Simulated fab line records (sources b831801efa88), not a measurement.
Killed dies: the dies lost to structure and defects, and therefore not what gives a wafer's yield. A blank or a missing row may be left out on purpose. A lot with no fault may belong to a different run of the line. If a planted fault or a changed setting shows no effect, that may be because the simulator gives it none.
Matching of chambers    flow sky130    SKY_VIA2_ETCH_14 on rie_diel-03 has 4 sister chambers
The step etches BARC in N2/H2, stops on SiO2, time 45.9 s, target depth 60 nm. 30 wafers are shown with their chamber, then 12 later ones without.

## WAFERS PAIRED WITH THEIR CHAMBERS
wafer   chamber  throttle_valve_pct (%)  oes_product_au (a.u.)
L074.3  0        13.207                  0.851
L074.4  1        13.210                  0.854
L074.5  2        13.225                  0.846
L075.3  2        13.235                  0.858
L075.4  3        13.222                  0.851
L075.6  3        13.220                  0.845
L078.1  1        13.223                  0.862
L078.2  0        13.220                  0.853
L078.3  3        13.212                  0.846
L078.4  2        13.220                  0.858
L078.5  1        13.218                  0.853
L078.6  2        13.224                  0.865
L080.2  3        13.234                  0.853
L080.5  3        13.235                  0.856
L080.6  0        13.219                  0.856
L083.3  0        13.230                  0.850
L083.5  0        13.206                  0.859
L083.6  1        13.223                  0.846
L086.1  2        13.226                  0.857
L086.2  3        13.231                  0.856
L086.3  0        13.229                  0.851
L086.4  2        13.222                  0.853
L086.5  0        13.232                  0.854
L086.6  3        13.214                  0.855
L089.3  3        13.233                  0.859
L089.5  2        13.221                  0.859
L089.6  0        13.229                  0.854
L093.2  0        13.234                  0.840
L093.4  2        13.225                  0.854
L093.6  0        13.223                  0.854

SIGNATURES, as means of the wafers listed above
reading             chamber 0  chamber 1  chamber 2  chamber 3  scatter within a chamber
throttle_valve_pct  13.22290   13.21850   13.22475   13.22513   0.00823
oes_product_au      0.85220    0.85375    0.85625    0.85262    0.00534
Rule: for a wafer and a chamber, the distance is found by dividing, reading by reading, the gap between the wafer's reading and the chamber's mean by the reading's scatter, squaring, summing and taking the root. If the next closest chamber is less than 2 further off than the closest, the wafer can't be placed; otherwise it belongs to the closest. The scatter: take each reading less its chamber's mean, square it, sum over the shown wafers, divide by the number of wafers less the number of chambers, and take the root.

## WAFERS WITHOUT THEIR CHAMBER
wafer   throttle_valve_pct (%)  oes_product_au (a.u.)
L094.1  13.227                  0.854
L094.2  13.220                  0.842
L094.3  13.233                  0.854
L094.4  13.227                  0.861
L094.5  13.238                  0.859
L094.6  13.240                  0.857
L095.2  13.240                  0.853
L095.5  13.238                  0.854
L095.6  13.226                  0.850
L096.1  13.225                  0.858
L096.2  13.243                  0.845
L096.6  13.225                  0.852

## THE CHAMBER EACH PASSED THROUGH
wafer   from the rows above                in truth
L094.1  can't be placed: 3 or 2 or 0 or 1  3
L094.2  can't be placed: 0 or 3 or 1 or 2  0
L094.3  can't be placed: 3 or 2 or 0 or 1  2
L094.4  can't be placed: 2 or 3 or 1 or 0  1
L094.5  can't be placed: 2 or 3 or 0 or 1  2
L094.6  can't be placed: 2 or 3 or 0 or 1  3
L095.2  can't be placed: 3 or 2 or 0 or 1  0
L095.5  can't be placed: 3 or 2 or 0 or 1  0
L095.6  can't be placed: 3 or 0 or 1 or 2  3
L096.1  can't be placed: 2 or 3 or 0 or 1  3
L096.2  can't be placed: 3 or 0 or 2 or 1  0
L096.6  can't be placed: 3 or 0 or 2 or 1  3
Correct placement for 0 of the 12. Can't be placed from these rows: 12 (the true chamber is among the candidates in 12). 0 placed wrongly.
